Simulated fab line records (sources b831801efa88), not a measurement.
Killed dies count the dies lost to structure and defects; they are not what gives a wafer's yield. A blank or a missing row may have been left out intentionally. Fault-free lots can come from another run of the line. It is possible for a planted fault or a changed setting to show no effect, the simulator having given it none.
2 desks, one fault :: flow sky130 :: only its own numbers are on each desk; what lay behind them is given at the end

## FOR THE TOOL OWNER'S DESK: plasma_asher-04
The tool's own readings at SKY_SD_N_STRIP_11 (strips in O2/N2): means of the sampled wafers that have a number, for each lot that ran on this tool. If a lot's mean is further than 4 standard deviations from the usual mean, the lot is out of limits and carries the mark OUT (the distance appears in the brackets).
Columns: A = chamber_pressure_mTorr at SKY_SD_N_STRIP_11, usual 1499.9 mTorr; B = drypump_motor_current_A at SKY_SD_N_STRIP_11, usual 5.6 A; C = oes_product_au at SKY_SD_N_STRIP_11, usual 0.527 a.u.; D = strip_time_to_endpoint_s at SKY_SD_N_STRIP_11, usual 22.56 s
lot: L359
first seen here: day 30 16:05
A: 1500.9
B: 5.7
C: 0.528
D: 22.51
This desk's finding: nothing out of limits on the one lot.

## FROM THE METROLOGY DESK
Means of the sampled wafers that have a number, per lot and without regard to the tool the lot ran on: this is what the gauges read. If a lot's mean is further than 4 standard deviations from the usual mean, the lot is out of limits and carries the mark OUT (the distance appears in the brackets).
Columns: A = RES_XHIGH_TW at SKY_RES_XHIGH_TW_MEAS_09, usual 1633; B = cd_nm at SKY_SD_N_CD_MEAS_07, usual 380.7 nm; C = SD_N_OVL at SKY_SD_N_OVL_MEAS_08, usual 0.9 nm; D = SD_N_TW at SKY_SD_N_TW_MEAS_12, usual 3972
lot: L355
first seen here: day 28 12:52
A: 1604
B: 382.1
C: 0.6
D: 3937

lot: L359
first seen here: day 29 12:37
A: 1646
B: 376.6
C: 0.7
D: 3994

lot: L363
first seen here: day 30 19:54
A: 1613
B: 380.7
C: 1.1
D: 4005

lot: L364
first seen here: day 30 23:19
A: 1641
B: 380.2
C: 1.0
D: 3932

lot: L369
first seen here: day 32 04:30
A: 1615
B: 379.2
C: 0.8
D: 3935

lot: L375
first seen here: day 34 01:51
A: 1643
B: 382.4
C: 1.7
D: 3968
Finding of this desk: none of the 6 lots has anything out of limits.

## ALL TOGETHER
The desk of the tool owner found nothing out of limits.
Nothing out of limits was seen by the metrology desk.

## WHAT THE SIMULATOR HAD INSERTED
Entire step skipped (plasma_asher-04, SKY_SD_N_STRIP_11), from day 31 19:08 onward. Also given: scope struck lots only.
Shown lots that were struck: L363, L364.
